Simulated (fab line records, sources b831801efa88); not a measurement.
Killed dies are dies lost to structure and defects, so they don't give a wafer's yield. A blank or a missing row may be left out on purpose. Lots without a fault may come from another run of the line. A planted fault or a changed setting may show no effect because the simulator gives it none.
Tool commonality check | flow sky130 | 12 lots, 42 wafers sampled

WHY IT WAS OPENED
At SKY_SONOS_TUNNEL_TW_MEAS_12 the reading SONOS_TUNNEL_TW is flagged on 2 of 12 lots. Wafers without a fault read 197.8, standard deviation 1.5.
Rule: a lot is flagged when every wafer of it that has a number lies more than 4 standard deviations from that mean, or none has a number. The other lots count as sound.

lot  | measured     | on            | SONOS_TUNNEL_TW, wafer by wafer     | flag
L373 | day 11 17:25 | film_metro-01 | 197.7 197.1 197.9                   |
L374 | day 11 21:59 | film_metro-04 | 198.3 199.1 198.6                   |
L375 | day 12 07:47 | film_metro-01 | 195.7 196.0 195.5                   |
L377 | day 13 04:07 | film_metro-01 | 195.3 196.9 195.5                   |
L380 | day 13 18:50 | film_metro-04 | 199.6 198.2 199.1                   |
L381 | day 14 08:18 | film_metro-02 | 195.6 197.4 196.5                   |
L384 | day 15 08:15 | film_metro-04 | 199.1 198.8 198.5                   |
L386 | day 15 18:19 | film_metro-02 | 140.3 140.7 140.6 140.6 140.1 139.9 | FLAGGED
L388 | day 16 13:03 | film_metro-02 | 140.1 141.0 141.1 140.8 140.9 140.6 | FLAGGED
L393 | day 18 09:49 | film_metro-02 | 196.9 196.8 196.8                   |
L395 | day 18 20:37 | film_metro-04 | 199.1 199.2 199.2                   |
L396 | day 19 04:18 | film_metro-04 | 200.5 199.7 199.0                   |
The numbers of the flagged lots are 140.6 on average: -57.2 against the usual, or -38 standard deviations.

WHICH TOOL RAN EACH LOT
The record holds 2 process steps before the reading, out of a route of 708 steps. In each cell: the tool, then ch and the chambers that the sampled wafers went through, then the start.
lot  | flag    | SKY_NWELL_RTA_28                 | SKY_SONOS_TUNNEL_IMPLANT_09
L373 |         | rtp_anneal-01 ch 0, day 5 10:43  | implanter-02 ch 0, day 11 17:01
L374 |         | rtp_anneal-02 ch 0, day 5 14:11  | implanter-02 ch 0, day 11 21:36
L375 |         | rtp_anneal-02 ch 0, day 5 22:15  | implanter-04 ch 0, day 12 07:22
L377 |         | rtp_anneal-01 ch 0, day 6 11:46  | implanter-04 ch 0, day 13 03:43
L380 |         | rtp_anneal-02 ch 0, day 7 01:01  | implanter-02 ch 0, day 13 18:20
L381 |         | rtp_anneal-02 ch 0, day 7 09:52  | implanter-02 ch 0, day 14 07:50
L384 |         | rtp_anneal-02 ch 0, day 8 05:04  | implanter-03 ch 0, day 15 07:52
L386 | FLAGGED | rtp_anneal-02 ch 0, day 8 14:17  | implanter-02 ch 0, day 15 17:56
L388 | FLAGGED | rtp_anneal-01 ch 0, day 9 02:20  | implanter-02 ch 0, day 16 12:37
L393 |         | rtp_anneal-02 ch 0, day 10 13:21 | implanter-03 ch 0, day 18 09:25
L395 |         | rtp_anneal-01 ch 0, day 10 23:23 | implanter-03 ch 0, day 18 20:14
L396 |         | rtp_anneal-02 ch 0, day 11 05:26 | implanter-02 ch 0, day 19 03:53
What these steps do:
- SKY_NWELL_RTA_28: time 30 s.
- SKY_SONOS_TUNNEL_IMPLANT_09
- SKY_SONOS_TUNNEL_TW_MEAS_12

FLAGGED OVER TOTAL, TOOL BY TOOL (the gauges that took the reading come last)
step                        | tool          | lots run | flagged | share of the flagged lots | sound lots run after its first flagged lot
SKY_NWELL_RTA_28            | rtp_anneal-01 | 4        | 1       | some                      | 1 (L395)
SKY_NWELL_RTA_28            | rtp_anneal-02 | 8        | 1       | some                      | 2 (L393,L396)
SKY_SONOS_TUNNEL_IMPLANT_09 | implanter-02  | 7        | 2       | all                       | 1 (L396)
SKY_SONOS_TUNNEL_IMPLANT_09 | implanter-03  | 3        | 0       | none                      | -
SKY_SONOS_TUNNEL_IMPLANT_09 | implanter-04  | 2        | 0       | none                      | -
SKY_SONOS_TUNNEL_TW_MEAS_12 | film_metro-01 | 3        | 0       | none                      | -
SKY_SONOS_TUNNEL_TW_MEAS_12 | film_metro-02 | 4        | 2       | all                       | 1 (L393)
SKY_SONOS_TUNNEL_TW_MEAS_12 | film_metro-04 | 5        | 0       | none                      | -

WHAT THE TABLE ALLOWS
2 rows of the table ran every flagged lot: implanter-02 at SKY_SONOS_TUNNEL_IMPLANT_09, film_metro-02 at SKY_SONOS_TUNNEL_TW_MEAS_12.
- implanter-02 at SKY_SONOS_TUNNEL_IMPLANT_09: 2 of its 7 lots flagged. Sound lots ran on it after the first flagged one (L396), which a lasting fault on the whole tool wouldn't allow. Its own readings lie more than 4 standard deviations out on every wafer of the flagged lots: dose_ions_cm2, faraday_current_uA.
- film_metro-02 at SKY_SONOS_TUNNEL_TW_MEAS_12: 2 of its 4 lots flagged. Sound lots ran on it after the first flagged one (L393), which a lasting fault on the whole tool wouldn't allow.
No row of the table ran every flagged lot and no sound lot after the first.

WHAT THE SIMULATOR HAD PUT IN
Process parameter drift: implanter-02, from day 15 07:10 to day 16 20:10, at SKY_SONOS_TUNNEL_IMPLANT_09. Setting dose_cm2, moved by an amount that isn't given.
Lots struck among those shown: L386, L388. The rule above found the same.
